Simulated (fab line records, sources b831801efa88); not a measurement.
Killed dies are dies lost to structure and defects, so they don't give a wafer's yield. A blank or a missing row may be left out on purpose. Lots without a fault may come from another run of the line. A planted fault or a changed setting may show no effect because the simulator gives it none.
One fault seen from 2 desks | flow gf180mcu | each desk has only its own numbers; what lay behind them comes last

THE METROLOGY DESK
What the gauges read, lot by lot, whatever tool the lot ran on: means of the sampled wafers that have a number. A lot is out of limits, marked OUT, if its mean lies more than 4 standard deviations from the usual mean; the brackets give that distance.
Columns: A = cd_nm at GF_HV_LDD_CD_MEAS_07, usual 400.1 nm; B = PASSIVATION_CVD_02_THK at GF_PASSIVATION_THK_MEAS_03, usual 703 nm
lot  | first seen here | A               | B
L680 | day 10 01:41    | 399.8           | 695
L682 | day 10 14:14    | 399.7           | 698
L683 | day 11 03:32    | 401.8           | 707
L685 | day 11 13:50    | 399.7           | 703
L686 | day 12 00:55    | 399.5           | 703
L688 | day 12 11:07    | 399.7           | 708
L687 | day 12 11:16    | 397.9           | 706
L689 | day 12 19:25    | 402.6           | 701
L691 | day 13 09:11    | 399.9           | 695
L692 | day 13 15:20    | 400.4           | 706
L693 | day 14 02:20    | 401.6           | 706
L700 | day 15 22:47    | 423.2 (+12) OUT | 706
L703 | day 17 02:02    | 401.3           | 704
This desk's finding: out of limits on L700; first on L700, day 15 22:47 (cd_nm at GF_HV_LDD_CD_MEAS_07). In limits: L680, L682, L683, L685, L686, L688, L687, L689, L691, L692, L693, L703.

THE TOOL OWNER'S DESK: litho_track-03
The tool's own readings at GF_HV_LDD_COAT_02 (resist thk 1000 nm): means of the sampled wafers that have a number, for each lot that ran on this tool. A lot is out of limits, marked OUT, if its mean lies more than 4 standard deviations from the usual mean; the brackets give that distance.
Columns: A = chill_plate_temp_C at GF_HV_LDD_COAT_02, usual 23.01 C
lot  | first seen here | A
L683 | day 10 17:59    | 22.94
L692 | day 13 04:41    | 22.91
L700 | day 15 11:29    | 23.09
This desk's finding: nothing out of limits on any of the 3 lots.

PUT TOGETHER
The metrology desk could have raised an alarm at day 15 22:47, on L700.
The tool owner's desk saw nothing out of limits.
The tool owner's desk has L700 on record, within its limits.
Of the lots named, all ran GF_HV_LDD_COAT_02 on litho_track-03.

WHAT THE SIMULATOR HAD PUT IN
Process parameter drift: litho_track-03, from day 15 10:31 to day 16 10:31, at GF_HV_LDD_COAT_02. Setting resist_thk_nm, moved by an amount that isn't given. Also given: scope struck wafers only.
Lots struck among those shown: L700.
Hours from the fault's start to each desk's first reading out of limits: the metrology desk, 12.
